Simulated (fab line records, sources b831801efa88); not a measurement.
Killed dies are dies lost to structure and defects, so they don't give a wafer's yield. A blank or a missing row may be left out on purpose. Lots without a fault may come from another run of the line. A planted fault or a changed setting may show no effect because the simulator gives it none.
Which tool did it? | flow gf180mcu | 15 lots, 45 wafers sampled, at 2 steps of a route of 602

WHAT THE GAUGES READ, wafer by wafer
GF_DUAL_GATE_OVL_MEAS_11. Usual: DUAL_GATE_OVL -0.9 nm, standard deviation 1.6.
lot  | measured     | on         | DUAL_GATE_OVL (nm) | flag
L201 | day 8 08:16  | overlay-01 | 1.6 1.5 -1.8       |
L202 | day 8 18:17  | overlay-01 | -0.8 1.6 -0.7      |
L203 | day 8 18:34  | overlay-02 | -2.2 -2.0 -5.1     |
L204 | day 9 05:31  | overlay-01 | 2.6 -1.1 0.8       |
L207 | day 10 09:29 | overlay-01 | -1.6 0.4 -0.9      |
L209 | day 10 16:31 | overlay-02 | -2.1 -2.1 -2.9     |
L210 | day 11 01:47 | overlay-01 | -2.2 -2.4 -1.6     |
L211 | day 11 04:43 | overlay-02 | -2.0 -2.2 1.6      |
L213 | day 11 15:01 | overlay-02 | 0.3 -0.7 -0.6      |
L217 | day 12 21:04 | overlay-01 | -2.5 -1.9 -2.9     |
L218 | day 13 07:07 | overlay-02 | -1.0 -1.4 -0.3     |
L219 | day 13 10:50 | overlay-02 | -2.3 -1.4 -2.7     |
L222 | day 14 09:10 | overlay-01 | -2.0 -2.4 0.6      |
L223 | day 14 15:28 | overlay-02 | -1.3 -3.7 -2.4     |
L224 | day 14 19:01 | overlay-02 | -2.1 -1.1 -1.0     |

GF_POLY_GATE_THK_MEAS_17. Usual: POLY_GATE_OXIDATION_THK 4.00 nm, standard deviation 0.071.
lot  | measured     | on            | POLY_GATE_OXIDATION_THK (nm) | flag
L201 | day 9 05:46  | film_metro-02 | 4.08 3.96 4.06               |
L202 | day 9 21:52  | film_metro-04 | 4.07 4.10 4.07               |
L203 | day 9 23:49  | film_metro-02 | 3.99 4.05 3.95               |
L204 | day 10 04:31 | film_metro-04 | 4.13 4.07 4.01               |
L207 | day 11 10:40 | film_metro-04 | 4.03 4.03 4.07               |
L209 | day 11 17:46 | film_metro-03 | 4.07 4.04 4.07               |
L210 | day 12 02:56 | film_metro-02 | 3.90 4.01 3.93               |
L211 | day 12 04:49 | film_metro-04 | 3.98 3.98 3.97               |
L213 | day 12 18:14 | film_metro-03 | 4.08 3.99 4.00               |
L217 | day 14 00:44 | film_metro-03 | 3.93 3.96 3.89               |
L218 | day 14 10:10 | film_metro-03 | 3.98 4.07 4.07               |
L219 | day 14 12:50 | film_metro-04 | 4.00 4.10 4.09               |
L222 | day 15 13:20 | film_metro-04 | 3.95 3.93 3.89               |
L223 | day 15 17:26 | film_metro-03 | 4.04 4.09 4.05               |
L224 | day 15 23:31 | film_metro-02 | 3.88 3.94 3.89               |

WHICH TOOL RAN EACH LOT (tool, then ch and the chambers of the sampled wafers, then the start)
The record holds no process step before these readings.

WHAT THE TOOLS THEMSELVES READ (means of the sampled wafers that have a number; where no wafer has one, the mark that the record gives instead)
The record holds no such reading with a usual standard deviation.

THE ANSWER, worked out from the rows above alone
Rule: a lot is off if the mean of its wafers that have a number lies more than 3 standard deviations from the usual mean. A lot without any number at a reading at which 4 lots or more have one is off too. The other lots that the step has rows for count as sound. The gauges are gone through in route order, then the tools' own readings, and for those a lot's mean is taken as printed above. The first step at which some lot is off is used, and at that step the reading that is off furthest; a lot without a number counts as furthest.
No lot is off at any reading shown: from this, nothing can be told.

WHAT THE SIMULATOR HAD PUT IN
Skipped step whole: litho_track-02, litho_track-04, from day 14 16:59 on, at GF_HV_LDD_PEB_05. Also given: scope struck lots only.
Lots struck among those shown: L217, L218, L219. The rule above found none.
